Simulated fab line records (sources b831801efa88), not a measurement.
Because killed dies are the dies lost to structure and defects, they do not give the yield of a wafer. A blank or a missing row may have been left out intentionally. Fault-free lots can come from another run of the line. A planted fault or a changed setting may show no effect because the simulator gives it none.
Which of the tools did it? + flow gf180mcu + 14 lots with 40 wafers sampled at 4 steps, on a route of 602 steps

== WHAT THE GAUGES SHOWED, per wafer ==
GF_NSD_TW_MEAS_12. Usual: NSD_TW typically reads 4225, with standard deviation 43.
| lot  | measured     | on           | NSD_TW         | flag |
|------|--------------|--------------|----------------|------|
| L231 | day 13 11:25 | filmMetro-04 | 4221 4198 4203 |      |
| L232 | day 13 20:03 | filmMetro-04 | 4209 4220 4216 |      |
| L235 | day 14 21:21 | filmMetro-02 | 4277 4269      |      |
| L236 | day 15 00:03 | filmMetro-04 | 4211 4223      |      |
| L245 | day 18 02:49 | filmMetro-03 | 4232 4226 4213 |      |
| L246 | day 19 03:38 | filmMetro-04 | 4171 4186 4201 |      |
| L247 | day 19 04:32 | filmMetro-04 | 4209 4184 4178 |      |
| L248 | day 19 18:44 | filmMetro-04 | 4173 4173 4197 |      |
| L249 | day 19 20:02 | filmMetro-02 | 4313 4328 4312 |      |
| L250 | day 20 13:33 | filmMetro-03 | 4217 4216 4233 |      |
| L251 | day 20 15:15 | filmMetro-03 | 4237 4241 4239 |      |
| L252 | day 21 01:17 | filmMetro-04 | 4205 4183 4193 |      |
| L253 | day 21 02:44 | filmMetro-04 | 4198 4188 4182 |      |
| L254 | day 21 17:56 | filmMetro-04 | 4215 4185 4183 |      |

GF_SAB_CD_MEAS_09 targets a cd of 420 nm. Usual: 419.5 nm for cdNm, sd 2.
| lot  | measured     | on       | cdNm (nm)         | flag |
|------|--------------|----------|-------------------|------|
| L231 | day 15 04:48 | cdSem-02 | 419.1 416.7 420.4 |      |
| L232 | day 15 12:29 | cdSem-01 | 416.9 419.1 418.7 |      |
| L235 | day 16 19:37 | cdSem-02 | 328.4 423.3       | OFF  |
| L236 | day 16 19:49 | cdSem-01 | 418.2 326.5       | OFF  |
| L245 | day 20 03:26 | cdSem-01 | 419.2 419.2 419.1 |      |
| L246 | day 21 03:45 | cdSem-01 | 419.9 419.9 420.7 |      |
| L247 | day 21 04:22 | cdSem-01 | 418.9 419.2 419.1 |      |
| L248 | day 21 19:59 | cdSem-01 | 415.3 415.8 415.8 |      |
| L249 | day 21 21:24 | cdSem-01 | 419.0 421.1 420.3 |      |
| L250 | day 22 13:27 | cdSem-01 | 417.0 416.7 416.2 |      |
| L251 | day 22 14:43 | cdSem-02 | 418.3 418.6 419.8 |      |
| L252 | day 23 00:47 | cdSem-02 | 420.7 419.6 419.7 |      |
| L253 | day 23 01:47 | cdSem-01 | 422.0 420.0 422.0 |      |
| L254 | day 23 15:06 | cdSem-02 | 419.4 419.9 419.1 |      |

== WHAT TOOL EACH LOT RAN ON (gives the tool, then ch and the chambers of the sampled wafers, and finally the start) ==
| lot  | GF_HV_LDD_ETCHBACK_58             | GF_SAB_EXPOSE_06                   |
|------|-----------------------------------|------------------------------------|
| L231 | rieDiel-03 ch 1,2,3, day 12 15:38 | ilineStepper-02 ch 0, day 14 18:52 |
| L232 | rieDiel-02 ch 0,1, day 12 23:14   | ilineStepper-02 ch 0, day 15 01:35 |
| L235 | rieDiel-02 ch 0,3, day 14 01:06   | ilineStepper-01 ch 0, day 16 08:51 |
| L236 | rieDiel-03 ch 0,3, day 14 04:07   | ilineStepper-01 ch 0, day 16 09:01 |
| L245 | rieDiel-02 ch 0,2,3, day 17 05:00 | ilineStepper-01 ch 0, day 19 16:03 |
| L246 | rieDiel-02 ch 0,1, day 18 02:50   | ilineStepper-01 ch 0, day 20 16:24 |
| L247 | rieDiel-03 ch 0,1,2, day 18 04:16 | ilineStepper-01 ch 0, day 20 17:01 |
| L248 | rieDiel-03 ch 0,2,3, day 18 18:55 | ilineStepper-02 ch 0, day 21 08:24 |
| L249 | rieDiel-01 ch 0,1,3, day 18 19:21 | ilineStepper-02 ch 0, day 21 09:26 |
| L250 | rieDiel-02 ch 1,2, day 19 12:55   | ilineStepper-01 ch 0, day 22 02:17 |
| L251 | rieDiel-02 ch 0,1, day 19 14:34   | ilineStepper-01 ch 0, day 22 03:16 |
| L252 | rieDiel-03 ch 0,1,2, day 20 00:22 | ilineStepper-02 ch 0, day 22 13:19 |
| L253 | rieDiel-02 ch 0,1,3, day 20 01:50 | ilineStepper-02 ch 0, day 22 14:44 |
| L254 | rieDiel-01 ch 1,2,3, day 20 17:52 | ilineStepper-01 ch 0, day 23 04:14 |
- GF_HV_LDD_ETCHBACK_58: etches Si3N4 in CH3F/O2, stops on SiO2, time 100 s, target depth 90 nm.
- GF_SAB_EXPOSE_06: exposes mask SAB, target cd 420 nm.

== WHAT THE TOOLS THEMSELVES READ (means of the sampled wafers that have a number; where no wafer has one, the mark that the record gives instead) ==
GF_HV_LDD_ETCHBACK_58. Usual: drypumpMotorCurrentA 5.6 A, standard deviation 0.34; oesProductAu 0.841 a.u., standard deviation 0.006; throttleValvePct 10.561 %, standard deviation 0.0093.
| lot  | tool       | drypumpMotorCurrentA (A) | oesProductAu (a.u.) | throttleValvePct (%) | flag |
|------|------------|--------------------------|---------------------|----------------------|------|
| L231 | rieDiel-03 | 5.8                      | 0.836               | 10.560               |      |
| L232 | rieDiel-02 | 5.3                      | 0.842               | 10.555               |      |
| L235 | rieDiel-02 | 5.4                      | 0.847               | 10.563               |      |
| L236 | rieDiel-03 | 5.7                      | 0.841               | 10.562               |      |
| L245 | rieDiel-02 | 5.4                      | 0.841               | 10.563               |      |
| L246 | rieDiel-02 | 5.4                      | 0.833               | 10.555               |      |
| L247 | rieDiel-03 | 5.7                      | 0.844               | 10.557               |      |
| L248 | rieDiel-03 | 5.7                      | 0.846               | 10.565               |      |
| L249 | rieDiel-01 | 5.6                      | 0.844               | 10.555               |      |
| L250 | rieDiel-02 | 5.3                      | 0.850               | 10.561               |      |
| L251 | rieDiel-02 | 5.4                      | 0.847               | 10.566               |      |
| L252 | rieDiel-03 | 5.7                      | 0.837               | 10.563               |      |
| L253 | rieDiel-02 | 5.4                      | 0.842               | 10.558               |      |
| L254 | rieDiel-01 | 5.9                      | 0.847               | 10.566               |      |

== THE ANSWER, worked out from the rows above alone ==
Rule: take the mean of a lot's wafers that have a number; if it is more than 3 standard deviations from the usual mean, the lot is off. Also off: a lot with no number at a reading for which 4 or more lots have one. Where the step has rows for the other lots, those lots are counted as sound. Order of review: gauges by route order, followed by the tools' own readings, for which a lot's mean as printed above is used. At the first step where some lot is off, the reading lying furthest off is the one used; lots without a number count as furthest.
Off: L235, L236, at GF_SAB_CD_MEAS_09 (cdNm).
If a tool, at a process step before that reading, ran all the lots that are off and no sound lot after the first of them, it fits. Those tools and the gauges at GF_SAB_CD_MEAS_09 are tried in the same way. Not one of the candidates tried fits.

== WHAT THE SIMULATOR PUT IN ==
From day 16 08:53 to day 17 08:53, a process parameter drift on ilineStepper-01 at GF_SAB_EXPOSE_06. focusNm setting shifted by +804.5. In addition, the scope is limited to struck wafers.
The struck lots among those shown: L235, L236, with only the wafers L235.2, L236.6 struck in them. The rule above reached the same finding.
